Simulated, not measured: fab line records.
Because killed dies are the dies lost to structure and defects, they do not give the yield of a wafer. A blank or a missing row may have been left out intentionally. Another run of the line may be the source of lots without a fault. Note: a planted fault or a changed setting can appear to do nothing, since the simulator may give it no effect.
8D (eight disciplines) problem report, filled in by code | flow sky130 | the parts of the form that need people (team, actions taken, sign-off) are left out

1. PROBLEM STATEMENT
At SKY_LDD_P_CD_MEAS_07, cd_nm averages 354.7 nm over 3 wafers from 3 lots, while fault-free wafers read 379.8 nm, standard deviation 2. That puts it -13 standard deviations away from the usual mean.
The step: target cd 380 nm.
First observed at day 26 08:28: wafer L466.2, on cd_sem-01. The record has a number at this step for 38 wafers belonging to 13 lots. Rule for "out", or "out of limits": more than 4 standard deviations from the usual mean. The rest of the wafers with a number are treated as sound.

2. WHAT THIS IS AND IS NOT
question                    | is                     | is not
which readings at this step | cd_nm                  | -
which lots                  | L466, L468, L469       | L447, L448, L451, L452, L453, L455, L456, L457, L458, L459
which wafers of those lots  | L466.2, L468.1, L469.2 | L466.5, L466.6, L468.4, L469.4, L469.5
read on which gauges        | cd_sem-01, cd_sem-02   | -
when                        | from day 26 08:28      | up to then (32 sound wafers); but 3 sound wafers of L468, L469 came after

3. THE SUSPECTS, EACH WITH WHAT RULES IT OUT
Counting: if a tool at a process step up to the reading ran every lot that is out, it stays a suspect. Sound lots after the first of them don't rule it out here, since some wafers of a struck lot are sound.
- the gauge at SKY_LDD_P_CD_MEAS_07: ruled out. The wafers that are out were read on 2 gauges (cd_sem-01, cd_sem-02).
- iline_stepper-02 at SKY_LDD_P_EXPOSE_04 (exposes mask PSDM, target cd 380 nm): kept. Ran every lot that is out, first one L466 (day 25 17:40); last sound lot up to then L459 (day 23 14:34).
After counting, what remains is iline_stepper-02 at SKY_LDD_P_EXPOSE_04.

4. THE CAUSE (what the simulator had put in)
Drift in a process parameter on iline_stepper-02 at SKY_LDD_P_EXPOSE_04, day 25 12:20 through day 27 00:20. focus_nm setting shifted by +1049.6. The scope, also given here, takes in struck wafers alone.
This tool alone remained once counting was done.

5. THE EFFECT CHAIN, in route order
Each row: a reading where the mean over the struck wafers with a number is more than 3 standard deviations away from the usual. Only readings whose record carries a usual standard deviation are examined. hours: median over the lots of the time between each lot's start at the first step of this table that gives one and its start at this step. sigmas: the change, counted in usual standard deviations.
hours | step                 | reading | usual    | on struck wafers | change | sigmas
0     | SKY_LDD_P_CD_MEAS_07 | cd_nm   | 379.8 nm | 354.7            | -25.1  | -13

6. HOW IT WOULD HAVE BEEN CAUGHT EARLIER
Counted from the fault's start at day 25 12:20, it took 20 hours until the first out-of-limits reading at a measuring or inspecting step in this record, taken at day 26 08:28.
Of the lots that are out (3), L469 began SKY_LDD_P_EXPOSE_04 on iline_stepper-02 after day 26 08:28. Putting the tool on hold at that point would have spared it.
